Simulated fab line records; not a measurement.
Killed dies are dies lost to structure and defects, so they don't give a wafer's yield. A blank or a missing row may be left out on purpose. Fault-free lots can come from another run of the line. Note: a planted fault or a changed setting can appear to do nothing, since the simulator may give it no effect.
2 desks, one fault -- flow sky130 -- each desk has only its own numbers; what lay behind them comes last

## THE METROLOGY DESK
What the gauges read, lot by lot, whatever tool the lot ran on: means of the sampled wafers that have a number. Marked OUT: a lot whose mean sits more than 4 standard deviations from the usual mean, which makes it out of limits; the brackets give that distance.
Columns: A = PWDE_OVL at SKY_PWDE_OVL_MEAS_07, usual 0.9 nm; B = VT_ADJUST_LVTN_OVL at SKY_VT_ADJUST_LVTN_OVL_MEAS_07, usual -0.4 nm; C = VT_ADJUST_NCORE_TW at SKY_VT_ADJUST_NCORE_TW_MEAS_11, usual 216.8; D = SONOS_ONO_CVD_04_THK at SKY_SONOS_ONO_THK_MEAS_05, usual 5.75 nm
lot,first seen here,A,B,C,D
L217,day 3 16:50,-1.1,-1.9,216.9,5.64
L218,day 3 21:32,0.2,-0.5,214.7,5.51
L219,day 4 02:14,-1.3,0.4,214.7,5.65
L221,day 4 17:41,1.1,-1.2,214.9,5.69
L222,day 4 22:35,0.6,1.3,217.3,5.80
L223,day 5 04:35,2.3,-2.4,214.9,5.73
L224,day 5 11:17,0.8,0.8,215.6,5.70
L226,day 6 08:47,0.8,-0.9,216.1,5.70
L227,day 6 11:59,0.4,0.3,217.4,5.87
L228,day 6 12:53,0.4,-0.5,215.5,5.72
L229,day 6 18:29,0.4,0.3,217.8,5.77
L234,day 7 21:29,1.3,2.5,214.9,7.22 (+11) OUT
L235,day 8 01:56,1.2,0.7,217.2,6.91 (+8.9) OUT
L236,day 8 06:14,1.8,-0.9,216.9,6.94 (+9.2) OUT
This desk finds L234, L235, L236 out of limits, with the earliest case on L234 at day 17 15:35 (SONOS_ONO_CVD_04_THK at SKY_SONOS_ONO_THK_MEAS_05). L217, L218, L219, L221, L222, L223, L224, L226, L227, L228, L229: within limits.

## THE TOOL OWNER'S DESK: lpcvd-03
The tool's own readings at SKY_SONOS_ONO_CVD_04 (deposits SiO2 from SiH4/N2O, target thk 5.7199 nm): means of the sampled wafers that have a number, for each lot that ran on this tool. Marked OUT: a lot whose mean sits more than 4 standard deviations from the usual mean, which makes it out of limits; the brackets give that distance.
Columns: A = spike-tc-upper-C at SKY_SONOS_ONO_CVD_04, usual 898.9 C
lot,first seen here,A
L217,day 11 06:25,900.2
L218,day 11 16:56,896.9
L219,day 12 01:53,899.9
L221,day 12 18:56,898.2
L222,day 13 04:32,899.8
L223,day 13 19:16,898.3
L224,day 13 22:18,900.4
L226,day 15 05:13,900.2
L227,day 15 10:42,898.2
L228,day 15 14:02,898.1
L229,day 16 00:17,897.3
L234,day 17 14:19,899.0
L235,day 17 20:35,898.6
L236,day 18 00:03,900.0
Result from this desk: across the 14 lots, nothing is out of limits.

## TAKEN TOGETHER
The metrology desk could have raised an alarm at day 17 15:35, on L234, L235, L236.
The desk of the tool owner found nothing out of limits.
Tool owner's desk: L234, L235, L236 on record, inside its limits.
Every lot named ran SKY_SONOS_ONO_CVD_04 on lpcvd-03.

## WHAT THE SIMULATOR PUT IN
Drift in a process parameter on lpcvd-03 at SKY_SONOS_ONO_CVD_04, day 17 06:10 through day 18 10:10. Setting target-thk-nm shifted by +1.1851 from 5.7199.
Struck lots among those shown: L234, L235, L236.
Time in hours between the start of the fault and the first out-of-limits reading at each desk: metrology desk, 9.
